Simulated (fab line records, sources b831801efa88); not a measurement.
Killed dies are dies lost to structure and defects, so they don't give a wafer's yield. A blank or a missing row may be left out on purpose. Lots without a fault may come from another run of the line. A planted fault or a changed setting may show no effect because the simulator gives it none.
Which tool did it? | flow gf180mcu | 12 lots, 36 wafers sampled, at 3 steps of a route of 602

WHAT THE GAUGES READ, wafer by wafer
GF_V4_OVL_MEAS_15.
lot  | measured     | on         | V4_OVL (nm)
L075 | day 25 04:15 | overlay-01 | 2 -3 -2
L077 | day 25 19:39 | overlay-01 | 2 5 4
L079 | day 26 19:17 | overlay-02 | 13 9 13
L080 | day 27 02:23 | overlay-01 | 10 14 12
L083 | day 27 13:32 | overlay-02 | -1 -3 -2
L085 | day 28 13:35 | overlay-02 | -9 -4 -10
L086 | day 28 19:19 | overlay-01 | 7 7 10
L089 | day 29 18:11 | overlay-01 | 2 -5 -6
L091 | day 29 20:53 | overlay-01 | 2 2 -2
L093 | day 30 12:00 | overlay-01 | 1 -4 -3
L095 | day 31 02:25 | overlay-02 | -3 0 -1
L097 | day 31 10:11 | overlay-02 | 1 -2 2

WHICH TOOL RAN EACH LOT (tool, then ch and the chambers of the sampled wafers, then the start)
lot  | GF_SAB_CVD_00                   | GF_CONTACT_STRIP_18
L075 | pecvd-03 ch 0,2, day 14 21:34   | plasma_asher-03 ch 0,1, day 16 20:21
L077 | pecvd-03 ch 0,2, day 15 14:34   | plasma_asher-01 ch 0,1, day 17 13:45
L079 | pecvd-02 ch 0,1, day 16 16:05   | plasma_asher-01 ch 0,1, day 18 16:26
L080 | pecvd-04 ch 0,1,2, day 16 22:10 | plasma_asher-04 ch 0,1, day 18 23:34
L083 | pecvd-04 ch 0,1,2, day 17 13:58 | plasma_asher-01 ch 0,1, day 19 16:12
L085 | pecvd-04 ch 1,2, day 18 16:04   | plasma_asher-01 ch 0,1, day 20 18:33
L086 | pecvd-04 ch 0,1,2, day 18 22:18 | plasma_asher-01 ch 0,1, day 21 01:59
L089 | pecvd-04 ch 0,1, day 20 01:10   | plasma_asher-01 ch 0,1, day 22 03:29
L091 | pecvd-04 ch 0,1, day 20 09:36   | plasma_asher-04 ch 0, day 22 11:14
L093 | pecvd-02 ch 0,2, day 21 02:04   | plasma_asher-03 ch 0,1, day 23 03:11
L095 | pecvd-04 ch 1,2, day 21 22:19   | plasma_asher-03 ch 0,1, day 23 22:09
L097 | pecvd-03 ch 0,1,2, day 22 06:35 | plasma_asher-03 ch 0,1, day 24 06:00
- GF_SAB_CVD_00: deposits SiO2 from TEOS, target thk 50 nm, time 4.9302 s.
- GF_CONTACT_STRIP_18: strips in O2/N2.

THE ANSWER, worked out from the rows above alone
Rule: what is usual is taken from the lots themselves. Put in order of their means at a reading, lots are off if they are a third of the lots or fewer, leave a main group of 4 or more, and stand apart from it by a gap of 3 or more times the standard deviation of the main group's means; of several such gaps the widest counts. A main group whose means are all the same, to the digits that the tables above print for the reading, isn't used. A lot without any number at a reading at which 4 lots or more have one is off too. The other lots that the step has rows for count as sound.
No lot is off at any reading shown: from this, nothing can be told.

WHAT THE SIMULATOR HAD PUT IN
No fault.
